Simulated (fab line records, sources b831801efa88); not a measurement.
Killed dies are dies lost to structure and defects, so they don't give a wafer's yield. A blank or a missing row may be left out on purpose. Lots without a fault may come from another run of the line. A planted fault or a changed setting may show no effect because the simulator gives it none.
A struck lot beside a sound one | flow sky130 | 17 steps out of a route of 708
Sound: wafers L308.1, L308.3, L308.5. Struck: wafer L316.3. (L316.2, L316.4 of the same lot were not struck and are left out.) The cause comes at the end.
At each step with rows: each side's tool, then ch and its chambers, then its first start. Under that, the readings that differ: sound wafers | struck wafers | difference of the means | sigmas: that difference in standard deviations of wafers without a fault.
alike: readings whose means differ by less than 2 such deviations, and words and numbers that are the same on both sides. not compared: withheld readings, readings that some wafer has no value for, bounds like >300 that may hide the same value, and numbers for which the record gives no deviation and whose values overlap.
The two part at a step that has a row with sigmas, a row that says differs or no value, or rows on one side only. Numbers that don't overlap but have no deviation are shown without sigmas and don't part them. A reading that every wafer of one side lacks parts them only if that side has two wafers or more.

first, 2 steps without rows for these wafers: SKY_NWELL_IMPLANT_12; SKY_NWELL_IMPLANT_13.
SKY_NWELL_STRIP_14: strips in O2/N2.
  sound on plasma_asher-04 ch 0,1, day 6 17:17; struck on plasma_asher-04 ch 1, day 8 21:03
  alike: drypump_motor_current_A, n2_flow_sccm, oes_product_au, strip_time_to_endpoint_s
  not compared: rf_hours_counter_h
SKY_NWELL_TW_MEAS_15:
  sound on film_metro-04, day 6 17:23; struck on film_metro-01, day 8 21:10
  alike: NWELL_TW
then, 7 steps without rows for these wafers: SKY_NWELL_DEHYDRATE_16 (time 60 s); SKY_NWELL_HMDS_17 (prime time 60 s); SKY_NWELL_COAT_18 (resist thk 3000 nm); SKY_NWELL_SOFTBAKE_19; SKY_NWELL_EXPOSE_20 (exposes mask NWM COMPLEMENT, target cd 840 nm); SKY_NWELL_PEB_21; SKY_NWELL_DEVELOP_22 (develop time 60 s).
SKY_NWELL_OVL_MEAS_23:
  sound on overlay-01, day 7 13:19; struck on overlay-01, day 9 17:52
  alike: NWELL_01_OVL
SKY_NWELL_IMPLANT_24:
  sound on implanter-04 ch 0, day 7 13:21; struck on implanter-03 ch 0, day 9 17:55
  alike: beam_on_s
SKY_NWELL_STRIP_25: strips in O2/N2.
  sound on plasma_asher-03 ch 0,1, day 7 13:30; struck on plasma_asher-02 ch 1, day 9 18:03
  reading                      | sound             | struck | difference | sigmas
  strip_time_to_endpoint_s (s) | 36.98 36.98 36.87 | 36.66  | -0.28      | -3
  alike: drypump_motor_current_A, n2_flow_sccm, oes_product_au
  not compared: rf_hours_counter_h
SKY_NWELL_TW_MEAS_26:
  sound on film_metro-02, day 7 13:36; struck on film_metro-02, day 9 18:10
  reading    | sound             | struck | difference | sigmas
  NWELL_2_TW | 495.9 494.3 495.7 | 477.4  | -17.9      | -6
then, 1 step without rows for these wafers: SKY_NWELL_CLEAN_27 (cleans in SC1/SC2, time 150 s).
-- the record jumps here: 40 days lie between the struck wafers' starts before and after (it left off in module NWELL and takes up again in module PAD_OPEN, whose first step shown is number 708 of the route) --
SKY_PAD_OPEN_PROBE_99:
  sound on prober-01, day 48 03:32; struck on prober-01, day 49 21:22
  reading                                                    | sound                         | struck    | difference | sigmas
  model.etest.pfet_16v.r_on_ohm_um                           | 1.509e+04 1.499e+04 1.486e+04 | 1.661e+04 | +1.630e+03 |
  model.etest.res_iso_pwell.rs_ohm_sq                        | 3056 3040 2886                | 3304      | +310       |
  model.etest.res_pwell_under_gate.rs_ohm_sq                 | 2278 2284 2277                | 2548      | +268       |
  model.etest.res_pwell_under_gate.rs_ohm_sq_range           | 24.02 65.01 44.87             | 239.1     | +194.5     |
  model.etest.res_iso_pwell.line_ohm_um                      | 1164 1155 1092                | 1247      | +110       |
  model.etest.res_pwell_under_gate.rs_ohm_sq_rim_less_centre | 11.43 27.52 -25.37            | -88.35    | -92.88     |
  model.etest.pfet_16v.drive_ua_um                           | 246.6 250 251.7               | 226.6     | -22.8      |
  model.etest.res_nwell.width_nm (nm)                        | 837.1 840.2 837.6             | 848.3     | +10.0      |
  alike: killed_at_M0_to_M3, killed_at_M4_up, killed_at_contacts, killed_at_front_end, killed_at_other, killed_dies, killed_on_rim, killed_open, killed_short

WHERE THEY PART
First at SKY_NWELL_STRIP_25; last, within this record, at SKY_NWELL_TW_MEAS_26. Later steps at which nothing parts them and some readings are alike: SKY_PAD_OPEN_PROBE_99.

WHY: what the simulator had put in
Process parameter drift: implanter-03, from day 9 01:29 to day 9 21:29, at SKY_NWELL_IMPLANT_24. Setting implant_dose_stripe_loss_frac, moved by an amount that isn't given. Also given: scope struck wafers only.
